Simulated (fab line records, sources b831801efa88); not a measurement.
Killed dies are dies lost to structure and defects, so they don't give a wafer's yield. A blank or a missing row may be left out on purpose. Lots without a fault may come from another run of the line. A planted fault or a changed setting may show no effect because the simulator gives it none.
Chamber matching | flow sfq_line | SFQ_TRILAYER_I0_VIA_BARC_OPEN_VIA_ETCH_046 on rie_diel-03: 4 sister chambers
The step etches BARC in O2, target depth 125 nm, time 41.7 s. 8 wafers are shown with their chamber, then 9 later ones without.

WAFERS WITH THEIR CHAMBER
wafer  | chamber | drypump_motor_current_A (A) | oes_product_au (a.u.)
L861.2 | 2       | 5.75                        | 0.680
L861.5 | 2       | 5.76                        | 0.690
L865.3 | 3       | 5.82                        | 0.674
L865.6 | 1       | 5.62                        | 0.690
L866.6 | 1       | 5.59                        | 0.680
L867.4 | 0       | 5.43                        | 0.679
L867.5 | 0       | 5.44                        | 0.681
L867.6 | 3       | 5.82                        | 0.680

WAFERS WITHOUT THEIR CHAMBER
wafer  | drypump_motor_current_A (A) | oes_product_au (a.u.)
L869.1 | 5.43                        | 0.667
L869.2 | 5.76                        | 0.677
L869.6 | 5.76                        | 0.677
L870.1 | 5.60                        | 0.686
L870.2 | 5.75                        | 0.681
L870.4 | 5.79                        | 0.684
L872.1 | 5.64                        | 0.682
L872.3 | 5.44                        | 0.688
L872.5 | 5.78                        | 0.683

WHICH CHAMBER EACH WENT THROUGH
wafer  | from the rows above     | in truth
L869.1 | 0                       | 0
L869.2 | 2                       | 2
L869.6 | 2                       | 2
L870.1 | 1                       | 1
L870.2 | 2                       | 2
L870.4 | can't be placed: 3 or 2 | 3
L872.1 | 1                       | 1
L872.3 | 0                       | 0
L872.5 | can't be placed: 2 or 3 | 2
Placed correctly: 7 of 9. Can't be placed from these rows: 2 (the true chamber is among the candidates in 2). Placed wrongly: 0.
How it was worked out, from the rows above alone: a wafer's distance from a chamber is the root of the sum, over the readings, of the square of ((its reading less the chamber's mean) divided by the reading's scatter). The wafer belongs to the nearest chamber; if the next one is less than 2 further off, it can't be placed. A chamber's mean is the mean of its shown wafers. The scatter: the root of (the sum of the squares of (reading less its chamber's mean) over the shown wafers, divided by (wafers less chambers)).
